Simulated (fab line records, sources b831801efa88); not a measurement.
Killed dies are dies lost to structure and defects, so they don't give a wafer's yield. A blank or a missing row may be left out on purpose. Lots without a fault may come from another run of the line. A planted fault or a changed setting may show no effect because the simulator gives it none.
One fault seen from 2 desks | flow gf180mcu | each desk has only its own numbers; what lay behind them comes last

THE TOOL OWNER'S DESK: plasma_asher-04
The tool's own readings at GF_V3_STRIP_18 (strips in O2/N2): means of the sampled wafers that have a number, for each lot that ran on this tool. A lot is out of limits, marked OUT, if its mean lies more than 4 standard deviations from the usual mean; the brackets give that distance.
Columns: A = chamber_pressure_mTorr at GF_V3_STRIP_18, usual 1500.0 mTorr; B = drypump_motor_current_A at GF_V3_STRIP_18, usual 5.8 A; C = heater_power_w at GF_V3_STRIP_18, usual 329 W; D = n2_flow_sccm at GF_V3_STRIP_18, usual 300.0 sccm; E = oes_product_au at GF_V3_STRIP_18, usual 0.591 a.u.
lot  | first seen here | A      | B   | C   | D               | E
L734 | day 24 12:16    | 1499.0 | 6.0 | 362 | 299.7           | 0.594
L736 | day 24 23:11    | 1499.3 | 5.8 | 325 | 360.2 (+73) OUT | 0.585
L737 | day 25 06:02    | 1499.9 | 6.0 | 359 | 359.6 (+73) OUT | 0.594
L746 | day 27 23:44    | 1499.5 | 5.7 | 328 | 300.0           | 0.587
L752 | day 29 14:32    | 1500.9 | 5.7 | 326 | 300.0           | 0.595
This desk's finding: out of limits on L736, L737; first on L736, day 24 23:11 (n2_flow_sccm at GF_V3_STRIP_18). In limits: L734, L746, L752.

THE METROLOGY DESK
What the gauges read, lot by lot, whatever tool the lot ran on: means of the sampled wafers that have a number. A lot is out of limits, marked OUT, if its mean lies more than 4 standard deviations from the usual mean; the brackets give that distance.
Columns: A = V3_CVD_00_THK at GF_V3_THK_MEAS_01, usual 599 nm
lot  | first seen here | A
L729 | day 21 18:44    | 604
L730 | day 22 03:14    | 595
L734 | day 23 13:31    | 592
L736 | day 24 00:24    | 592
L737 | day 24 07:44    | 595
L738 | day 24 12:35    | 596
L740 | day 25 05:43    | 595
L746 | day 27 03:20    | 599
L747 | day 27 11:34    | 602
L748 | day 27 19:35    | 601
L749 | day 28 03:46    | 609
L751 | day 28 17:19    | 601
L752 | day 28 18:35    | 601
This desk's finding: nothing out of limits on any of the 13 lots.

PUT TOGETHER
The tool owner's desk could have raised an alarm at day 24 23:11, on L736, L737.
The metrology desk saw nothing out of limits.
The metrology desk has L736, L737 on record, within its limits.
Of the lots named, all ran GF_V3_STRIP_18 on plasma_asher-04.

WHAT THE SIMULATOR HAD PUT IN
Process parameter drift: plasma_asher-04, from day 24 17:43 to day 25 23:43, at GF_V3_STRIP_18. Setting n2_flow_sccm, moved by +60, from 300. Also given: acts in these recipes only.
Lots struck among those shown: L736, L737.
Hours from the fault's start to each desk's first reading out of limits: the tool owner's desk, 5.
